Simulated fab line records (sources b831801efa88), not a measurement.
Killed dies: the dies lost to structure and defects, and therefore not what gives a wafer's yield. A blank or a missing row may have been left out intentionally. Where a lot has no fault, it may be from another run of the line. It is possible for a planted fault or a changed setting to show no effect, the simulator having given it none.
Split-lot trial | flow sky130 | on a route of 708 steps: 5 lots, 23 wafers read

== SPLIT DETAILS ==
At SKY_FIELD_ISO_OXIDATION_01 (stabilise 600 s, purge 300 s, target thk 12 nm), the setting ox time s was moved away from the recipe's 1843 s on 15 of the 23 wafers read, by -9.2% to +8.2%. For the rest of the wafers, this setting stayed at what the recipe calls for.

Between the split and the reading, the file records no step.

== THE READING ==
Values of FIELD_ISO_OXIDATION_00_THK in nm from SKY_FIELD_ISO_THK_MEAS_02. On this fab line, fault-free wafers typically give 12.01 nm with a standard deviation of 0.19 nm.

wafer  | tool, chamber at the split | ox time s as run, s | against the recipe | FIELD_ISO_OXIDATION_00_THK, nm | against lot-mates on the recipe
L076.1 | -, -                       | 1995                | +8.2%              | 12.64                          | no lot-mate on the recipe
L076.3 | -, -                       | 1995                | +8.2%              | 12.71                          | no lot-mate on the recipe
L076.4 | -, -                       | 1995                | +8.2%              | 12.59                          | no lot-mate on the recipe
L076.5 | -, -                       | 1995                | +8.2%              | 12.94                          | no lot-mate on the recipe
L076.6 | -, -                       | 1995                | +8.2%              | 12.67                          | no lot-mate on the recipe
L077.1 | -, -                       | 1993                | +8.1%              | 12.65                          | no lot-mate on the recipe
L077.2 | -, -                       | 1993                | +8.1%              | 12.71                          | no lot-mate on the recipe
L077.3 | -, -                       | 1993                | +8.1%              | 12.43                          | no lot-mate on the recipe
L077.4 | -, -                       | 1993                | +8.1%              | 12.65                          | no lot-mate on the recipe
L077.5 | -, -                       | 1993                | +8.1%              | 12.61                          | no lot-mate on the recipe
L079.1 | -, -                       | 1673                | -9.2%              | 11.15                          | no lot-mate on the recipe
L079.2 | -, -                       | 1673                | -9.2%              | 11.15                          | no lot-mate on the recipe
L079.3 | -, -                       | 1673                | -9.2%              | 11.30                          | no lot-mate on the recipe
L079.5 | -, -                       | 1673                | -9.2%              | 11.06                          | no lot-mate on the recipe
L079.6 | -, -                       | 1673                | -9.2%              | 11.22                          | no lot-mate on the recipe
L081.1 | furnace-02, 0              | 1843                | recipe             | 12.12                          | -
L081.2 | furnace-02, 0              | 1843                | recipe             | 12.31                          | -
L081.5 | furnace-02, 0              | 1843                | recipe             | 12.16                          | -
L084.2 | -, -                       | 1843                | recipe             | 11.78                          | -
L084.3 | -, -                       | 1843                | recipe             | 11.68                          | -
L084.4 | -, -                       | 1843                | recipe             | 11.50                          | -
L084.5 | -, -                       | 1843                | recipe             | 11.78                          | -
L084.6 | -, -                       | 1843                | recipe             | 11.64                          | -

THE FIT
A straight line over all 23 wafers: FIELD_ISO_OXIDATION_00_THK changes by +0.0863 nm for each +1% of ox time s; r = +0.95; the points scatter about the line by 0.19 nm.
Too few moved wafers have a lot-mate on the recipe to fit a line with each lot's own level taken away.

== THE WHOLE CHAIN: every reading that the file lists as answering this split, in the file's order ==
step                       | what it does                                            | reading                                                                                | change (the file's fit)                | r (the file's)
SKY_FIELD_ISO_OXIDATION_01 | stabilise 600 s, purge 300 s, target thk 12 nm          | SiO2_of_FIELD_ISO_OXIDATION_01.thk nm (the simulator's own value, which no gauge read) | +0.0859 nm for each +1% of the setting | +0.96
SKY_FIELD_ISO_THK_MEAS_02  |                                                         | FIELD_ISO_OXIDATION_00_THK                                                             | +0.0863 for each +1% of the setting    | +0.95
SKY_FIELD_ISO_WET_ETCH_29  | etches Si3N4 in H3PO4, target depth 160 nm, time 1825 s | SiO2_of_FIELD_ISO_OXIDATION_01.thk nm (the simulator's own value, which no gauge read) | +0.0873 nm for each +1% of the setting | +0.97

== FILE'S OWN FIT ==
FIELD_ISO_OXIDATION_00_THK changes by +0.0863 nm for each +1% of ox time s, r = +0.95.
